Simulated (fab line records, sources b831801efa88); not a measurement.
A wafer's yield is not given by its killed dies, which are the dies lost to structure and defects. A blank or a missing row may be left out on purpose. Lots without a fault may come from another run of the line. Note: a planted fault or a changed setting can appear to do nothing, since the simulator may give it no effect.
Chamber matching || flow sky130 || 3 sister chambers for SKY_CAP2M_CVD_00 on pecvd-02
The step deposits SiO2, target thk 15.5 nm. 14 wafers are shown with their chamber, then 7 later ones without.

## EACH WAFER AND ITS CHAMBER
{"wafer": "L683.1", "chamber": 1, "heater_power_w (W)": 908}
{"wafer": "L683.2", "chamber": 0, "heater_power_w (W)": 544}
{"wafer": "L683.4", "chamber": 2, "heater_power_w (W)": 854}
{"wafer": "L687.2", "chamber": 0, "heater_power_w (W)": 565}
{"wafer": "L687.3", "chamber": 2, "heater_power_w (W)": 874}
{"wafer": "L687.6", "chamber": 1, "heater_power_w (W)": 771}
{"wafer": "L690.2", "chamber": 1, "heater_power_w (W)": 863}
{"wafer": "L690.4", "chamber": 1, "heater_power_w (W)": 873}
{"wafer": "L690.5", "chamber": 2, "heater_power_w (W)": 851}
{"wafer": "L696.2", "chamber": 2, "heater_power_w (W)": 750}
{"wafer": "L696.5", "chamber": 2, "heater_power_w (W)": 761}
{"wafer": "L696.6", "chamber": 0, "heater_power_w (W)": 544}
{"wafer": "L698.2", "chamber": 1, "heater_power_w (W)": 759}
{"wafer": "L698.3", "chamber": 2, "heater_power_w (W)": 853}

SIGNATURES (averages over the wafers above)
{"reading": "heater_power_w", "chamber 0": 551.00, "chamber 1": 834.80, "chamber 2": 823.83, "scatter within a chamber": 54.1}
Rule: a wafer's distance from a chamber is the root of the sum, over the readings, of the square of ((its reading less the chamber's mean) divided by the reading's scatter). If the next closest chamber is less than 2 further off than the closest, the wafer can't be placed; otherwise it belongs to the closest. The scatter is the square root of a quotient: the sum, over the shown wafers, of each reading's squared deviation from its chamber's mean, divided by wafers minus chambers.

## WAFERS WHOSE CHAMBER IS MISSING
{"wafer": "L698.4", "heater_power_w (W)": 573}
{"wafer": "L701.1", "heater_power_w (W)": 618}
{"wafer": "L701.3", "heater_power_w (W)": 825}
{"wafer": "L701.5", "heater_power_w (W)": 614}
{"wafer": "L703.1", "heater_power_w (W)": 705}
{"wafer": "L703.3", "heater_power_w (W)": 915}
{"wafer": "L703.4", "heater_power_w (W)": 929}

## CHAMBER TAKEN BY EACH
{"wafer": "L698.4", "from the rows above": 0, "in truth": 0}
{"wafer": "L701.1", "from the rows above": 0, "in truth": 0}
{"wafer": "L701.3", "from the rows above": "can't be placed: 2 or 1", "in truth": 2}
{"wafer": "L701.5", "from the rows above": 0, "in truth": 0}
{"wafer": "L703.1", "from the rows above": "can't be placed: 2 or 1 or 0", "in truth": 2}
{"wafer": "L703.3", "from the rows above": "can't be placed: 1 or 2", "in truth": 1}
{"wafer": "L703.4", "from the rows above": "can't be placed: 1 or 2", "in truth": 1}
Placed correctly: 3 of 7. Can't be placed from these rows: 4 (the true chamber is among the candidates in 4). Number placed wrongly: 0.
